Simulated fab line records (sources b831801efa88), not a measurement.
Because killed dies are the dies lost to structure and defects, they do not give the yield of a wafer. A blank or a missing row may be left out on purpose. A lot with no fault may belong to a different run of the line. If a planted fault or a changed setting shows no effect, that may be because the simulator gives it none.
A struck lot beside a sound one | flow gf180mcu | 22 steps out of a route of 602
Sound: wafers L740.2, L740.4, L740.6. The struck wafers were L743.1, L743.2, L743.5. At the end, the cause is stated.
Order at every step that has rows: each side's tool, ch and its chambers, its first start. Under that, the readings that differ: sound wafers | struck wafers | difference of the means | sigmas: that difference in standard deviations of wafers without a fault.
alike: a reading whose means differ by less than 2 such deviations, as well as words and numbers matching on both sides. not compared: withheld readings; readings where some wafer has no value; bounds like >300 that might hide an equal value; numbers whose values overlap and for which the record gives no deviation.
Wherever a step has rows on one side only, a row that says differs or no value, or a row with sigmas, the two part there. When numbers do not overlap yet have no deviation, they are printed without sigmas and do not part them. A reading missing from all wafers of one side parts the sides only when that side holds two or more wafers.

first, 4 steps without rows for these wafers: GF_MVSD_SOFTBAKE_03; GF_MVSD_EXPOSE_04 (exposes mask MVSD, target cd 1000 nm); GF_MVSD_PEB_05; GF_MVSD_DEVELOP_06 (develop time 60 s).
GF_MVSD_OVL_MEAS_07:
  sound on overlay-01, day 8 04:18; struck on overlay-02, day 8 19:59
  reading       | sound          | struck      | difference | sigmas
  MVSD_OVL (nm) | -3.4 -3.5 -1.2 | 1.1 1.5 0.6 | +3.8       | +3
then, 2 steps without rows for these wafers: GF_MVSD_IMPLANT_08; GF_MVSD_IMPLANT_09.
GF_MVSD_STRIP_10: strips in O2/N2.
  sound on plasma asher-04 ch 0,1, day 8 04:38; struck on plasma asher-01 ch 0,1, day 8 20:19
  reading                      | sound             | struck            | difference | sigmas
  strip time to endpoint s (s) | 37.15 37.20 37.13 | 36.94 36.99 37.04 | -0.17      | -2
  alike: chamber pressure mTorr, drypump motor current A, heater power w, oes product au
  not compared: rf hours counter h
GF_MVSD_TW_MEAS_11:
  sound on film metro-04, day 8 04:44; struck on film metro-01, day 8 20:25
  alike: MVSD_TW
then, 3 steps without rows for these wafers: GF_MVPSD_DEHYDRATE_00 (time 60 s); GF_MVPSD_HMDS_01 (prime time 60 s); GF_MVPSD_COAT_02 (resist thk 3000 nm).
GF_MVPSD_SOFTBAKE_03:
  sound on litho track-03 ch 0, day 8 13:02; struck on litho track-03 ch 0, day 9 05:15
  reading                                 | sound                | struck               | difference | sigmas
  heater power total W (W)                | 65.49 65.45 65.11    | 67.02 67.29 67.05    | +1.77      | +14
  plate temp C (C)                        | 110.09 110.42 110.06 | 112.35 112.57 112.43 | +2.26      | +16
  model.coat_of_MVPSD_COAT_02.thk nm (nm) | 3002 3002 3011       | 2980 2981 2985       | -23        |
then, 2 steps without rows for these wafers: GF_MVPSD_EXPOSE_04 (exposes mask MVPSD, target cd 1000 nm); GF_MVPSD_PEB_05.
GF_MVPSD_DEVELOP_06: develop time 60 s.
  sound: litho track-02 ch 0; struck: litho track-02 ch 0
  reading                                 | sound          | struck         | difference | sigmas
  model.coat_of_MVPSD_COAT_02.thk nm (nm) | 3001 3001 3010 | 2979 2980 2984 | -23        |
GF_MVPSD_OVL_MEAS_07:
  sound on overlay-01, day 8 21:50; struck on overlay-02, day 9 13:35
  alike: MVPSD_OVL
then, 2 steps without rows for these wafers: GF_MVPSD_IMPLANT_08; GF_MVPSD_IMPLANT_09.
GF_MVPSD_STRIP_10: strips in O2/N2.
  sound on plasma asher-02 ch 0,1, day 8 22:10; struck on plasma asher-01 ch 0,1, day 9 13:55
  reading                      | sound             | struck            | difference | sigmas
  drypump motor current A (A)  | 5.2 5.2 5.9       | 6.6 5.8 6.7       | +0.9       | +2
  strip time to endpoint s (s) | 36.97 36.97 37.08 | 36.72 36.73 36.76 | -0.27      | -2
  alike: chamber pressure mTorr, heater power w, oes product au
  not compared: rf hours counter h
GF_MVPSD_TW_MEAS_11:
  sound on film metro-02, day 8 22:17; struck on film metro-01, day 9 14:01
  reading  | sound       | struck      | difference | sigmas
  MVPSD_TW | 543 545 542 | 560 559 559 | +16        | +3
-- the record jumps here: 25 days lie between the struck wafers' starts before and after (it left off in module MVPSD and takes up again in module PASSIVATION, whose first step shown is number 602 of the route) --
GF_PASSIVATION_PROBE_99:
  only the struck wafers here have rows in the record (prober-02, day 34 04:43); the sound ones have none

== WHERE THEY PART ==
Last at GF_PASSIVATION_PROBE_99 as far as this record goes, first at GF_MVSD_OVL_MEAS_07.

WHY: what had been put in by the simulator
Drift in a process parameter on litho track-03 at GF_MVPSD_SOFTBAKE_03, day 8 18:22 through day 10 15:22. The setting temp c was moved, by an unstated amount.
